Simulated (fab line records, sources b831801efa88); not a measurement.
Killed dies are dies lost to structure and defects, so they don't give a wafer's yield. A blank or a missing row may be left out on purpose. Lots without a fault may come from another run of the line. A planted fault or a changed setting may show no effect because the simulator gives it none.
One fault seen from 2 desks | flow gf180mcu | each desk has only its own numbers; what lay behind them comes last

THE METROLOGY DESK
What the gauges read, lot by lot, whatever tool the lot ran on: means of the sampled wafers that have a number. A lot is out of limits, marked OUT, if its mean lies more than 4 standard deviations from the usual mean; the brackets give that distance.
Columns: A = cd_nm at GF_POLY_GATE_CD_MEAS_10, usual 280.5 nm; B = cd_nm at GF_HV_LDD_CD_MEAS_07, usual 400.3 nm; C = cd_nm at GF_HV_LDD_CD_MEAS_46, usual 400.6 nm
lot  | first seen here | A     | B                | C
L692 | day 9 06:02     | 281.3 | 396.9            | 401.9
L693 | day 9 17:22     | 280.0 | 397.7            | 399.6
L694 | day 9 20:47     | 280.0 | 399.5            | 402.4
L695 | day 10 05:43    | 280.8 | 401.1            | 400.3
L696 | day 10 16:58    | 281.6 | 388.5 (-5.6) OUT | 400.6
L697 | day 11 01:59    | 280.0 | 400.1            | 403.4
L698 | day 11 09:37    | 280.6 | 389.6 (-5.1) OUT | 403.7
L699 | day 11 13:34    | 280.8 | 390.0 (-4.9) OUT | 400.6
L700 | day 11 19:04    | 279.4 | 402.6            | 400.3
L701 | day 12 00:29    | 280.9 | 393.3            | 401.9
L706 | day 13 16:56    | 281.2 | 399.0            | 402.7
L708 | day 14 05:57    | 280.1 | 400.0            | 403.5
L711 | day 15 02:26    | 280.2 | 401.2            | 397.8
This desk's finding: out of limits on L696, L698, L699; first on L696, day 11 13:51 (cd_nm at GF_HV_LDD_CD_MEAS_07). In limits: L692, L693, L694, L695, L697, L700, L701, L706, L708, L711.

THE TOOL OWNER'S DESK: iline_stepper-02
The tool's own readings at GF_HV_LDD_EXPOSE_04 (exposes mask Nplus LV AREA, target cd 400 nm): means of the sampled wafers that have a number, for each lot that ran on this tool. A lot is out of limits, marked OUT, if its mean lies more than 4 standard deviations from the usual mean; the brackets give that distance.
Columns: A = exposure_dose_mJ_cm2 at GF_HV_LDD_EXPOSE_04, usual 139.92
lot  | first seen here | A
L692 | day 9 16:51     | 140.01
L693 | day 10 03:40    | 139.95
L696 | day 11 04:43    | 133.41 (-46) OUT
L698 | day 11 20:43    | 134.58 (-38) OUT
L699 | day 12 01:07    | 134.97 (-35) OUT
L701 | day 12 12:17    | 136.76 (-23) OUT
This desk's finding: out of limits on L696, L698, L699, L701; first on L696, day 11 04:43 (exposure_dose_mJ_cm2 at GF_HV_LDD_EXPOSE_04). In limits: L692, L693.

PUT TOGETHER
The tool owner's desk could have raised an alarm at day 11 04:43, on L696, L698, L699, L701.
The metrology desk could have raised an alarm at day 11 13:51, on L696, L698, L699.
The metrology desk has L701 on record, within its limits.
Of the lots named, all ran GF_HV_LDD_EXPOSE_04 on iline_stepper-02.

WHAT THE SIMULATOR HAD PUT IN
Process parameter drift: iline_stepper-02, from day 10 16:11 on, at GF_HV_LDD_EXPOSE_04. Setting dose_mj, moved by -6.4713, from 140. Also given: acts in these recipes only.
Lots struck among those shown: L696, L698, L699, L701.
Hours from the fault's start to each desk's first reading out of limits: the tool owner's desk, 13; the metrology desk, 22.
